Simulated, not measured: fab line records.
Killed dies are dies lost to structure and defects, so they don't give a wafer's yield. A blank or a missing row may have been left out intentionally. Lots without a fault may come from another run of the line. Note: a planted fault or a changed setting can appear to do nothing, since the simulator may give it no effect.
The same fault as seen by 2 desks / flow gf180mcu / what lay behind the numbers comes last; until then each desk has only its own

## THE METROLOGY DESK
What the gauges read, lot by lot, whatever tool the lot ran on: means of the sampled wafers that have a number. Marked OUT: a lot whose mean sits more than 4 standard deviations from the usual mean, which makes it out of limits; the brackets give that distance.
Columns: A = LVPWELL_RS at GF_VT_IMPLANT_RS_MEAS_48, usual 1196.9 ohm/sq; B = cd nm at GF_POLY_GATE_CD_MEAS_18, usual 280.6 nm
lot=L937; first seen here=day 7 16:20; A=1194.2; B=277.2
lot=L938; first seen here=day 7 22:35; A=1196.5; B=280.4
lot=L939; first seen here=day 8 02:26; A=1195.7; B=279.9
lot=L940; first seen here=day 8 13:38; A=1201.1; B=281.6
lot=L942; first seen here=day 8 22:21; A=1200.3; B=281.1
lot=L944; first seen here=day 9 10:54; A=1198.1; B=279.2
lot=L950; first seen here=day 11 04:56; A=1197.9; B=283.6
lot=L951; first seen here=day 11 13:23; A=1197.0; B=281.0
lot=L954; first seen here=day 12 06:50; A=1196.7; B=281.1
lot=L956; first seen here=day 12 21:27; A=1197.3; B=280.4
lot=L957; first seen here=day 13 01:04; A=1197.7; B=282.2
lot=L960; first seen here=day 14 05:25; A=1196.0; B=282.4
This desk's verdict: no lot among the 12 shows anything out of limits.

## TOOL OWNER'S DESK, litho track-04
The tool's own readings at GF_HV_LDD_COAT_02 (resist thk 1000 nm): means of the sampled wafers that have a number, for each lot that ran on this tool. Marked OUT: a lot whose mean sits more than 4 standard deviations from the usual mean, which makes it out of limits; the brackets give that distance.
Columns: A = spin speed rpm at GF_HV_LDD_COAT_02, usual 2999.7 rpm
lot=L939; first seen here=day 10 07:32; A=2998.8
lot=L950; first seen here=day 13 11:25; A=3239.6 (+99 or more) OUT
lot=L951; first seen here=day 13 21:41; A=3240.1 (+99 or more) OUT
This desk finds L950, L951 out of limits, L950 being first, at day 13 11:25 (spin speed rpm at GF_HV_LDD_COAT_02). L939: within limits.

## BROUGHT TOGETHER
The tool owner's desk had the chance to raise an alarm at day 13 11:25 on L950, L951.
From the metrology desk's view, nothing was out of limits.
The metrology desk has L950, L951 on record, within its limits.
All the named lots went through GF_HV_LDD_COAT_02 on litho track-04.

## WHAT THE SIMULATOR PUT IN
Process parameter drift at GF_HV_LDD_COAT_02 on litho track-04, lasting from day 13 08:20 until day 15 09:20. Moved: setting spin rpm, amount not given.
Struck lots among those shown: L950, L951.
Each desk's first reading out of limits, in hours after the fault started: the tool owner's desk, 3.
